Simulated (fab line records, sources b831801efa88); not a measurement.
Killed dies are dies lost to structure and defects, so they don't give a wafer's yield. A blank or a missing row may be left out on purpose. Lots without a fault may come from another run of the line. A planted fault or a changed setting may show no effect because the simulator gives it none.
Problem report in the 8D (eight disciplines) form, filled by code | flow sky130 | the parts of the form that need people (team, actions taken, sign-off) are left out

1. THE PROBLEM
GATE_OXIDE_TW at SKY_GATE_OXIDE_TW_MEAS_14 reads a mean of 229.3 on 6 wafers of 2 lots; wafers without a fault read 222.0 with a standard deviation of 0.96. That is +7.6 standard deviations from the usual mean.
First seen on wafer L591.1, day 16 13:22, on film_metro-01. The record holds 36 wafers of 12 lots with a number at this step. Rule for "out", or "out of limits": more than 4 standard deviations from the usual mean. The other wafers with a number count as sound.

2. WHAT IT IS AND WHAT IT IS NOT
question                    | is                           | is not
which readings at this step | GATE_OXIDE_TW                | -
which lots                  | L591, L593                   | L585, L586, L590, L595, L600, L601, L602, L603, L604, L607
which wafers of those lots  | all that have a number       | -
read on which gauges        | film_metro-01, film_metro-03 | film_metro-04
when                        | from day 16 13:22            | up to then (9 sound wafers); but 21 sound wafers of L595, L600, L601, L602, L603, L604, L607 came after

3. SUSPECTS, AND WHAT RULES EACH OUT
Counting: a tool at a process step up to the reading stays a suspect if it ran every lot that is out and no sound lot after the first of them.
- the gauge at SKY_GATE_OXIDE_TW_MEAS_14: ruled out. The wafers that are out were read on 2 gauges (film_metro-01, film_metro-03).
- implanter-04 at SKY_GATE_OXIDE_IMPLANT_11: ruled out as a lasting fault. Sound lots L600, L601, L602, L607 ran on it after its first lot that is out, L591 (day 16 13:01).
Left after counting: nothing in the record.

4. THE CAUSE (what the simulator had put in)
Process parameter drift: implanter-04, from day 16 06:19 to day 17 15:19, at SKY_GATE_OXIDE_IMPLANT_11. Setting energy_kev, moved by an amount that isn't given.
Counting ruled it out, wrongly: the rule takes a fault to strike every lot that its tool runs from its start on, and this one did not.

5. THE CHAIN OF EFFECTS, in route order
Each row: a reading whose mean over the struck wafers that have a number lies more than 3 standard deviations from the usual. Only readings for which the record gives a usual standard deviation are gone through. hours: the time from each lot's start at the first step in this table that gives one to its start at this step, as a median over the lots. sigmas: the change in usual standard deviations.
hours | step                      | reading         | usual  | on struck wafers | change | sigmas
0     | SKY_GATE_OXIDE_IMPLANT_11 | beam_energy_keV | 10.000 | 11.493           | +1.493 | +99 or more
0     | SKY_GATE_OXIDE_TW_MEAS_14 | GATE_OXIDE_TW   | 222.0  | 229.3            | +7.3   | +7.6
The process steps in it:
- SKY_GATE_OXIDE_IMPLANT_11

6. WHAT WOULD HAVE CAUGHT IT SOONER
In this record the first reading out of limits at a measuring or inspecting step was taken at day 16 13:22, 7 hours after the fault began at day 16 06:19.
The tool's own readings at SKY_GATE_OXIDE_IMPLANT_11 were out on every struck wafer that the step has a row for (beam_energy_keV): an alarm limit on them would have fired on the first of those.
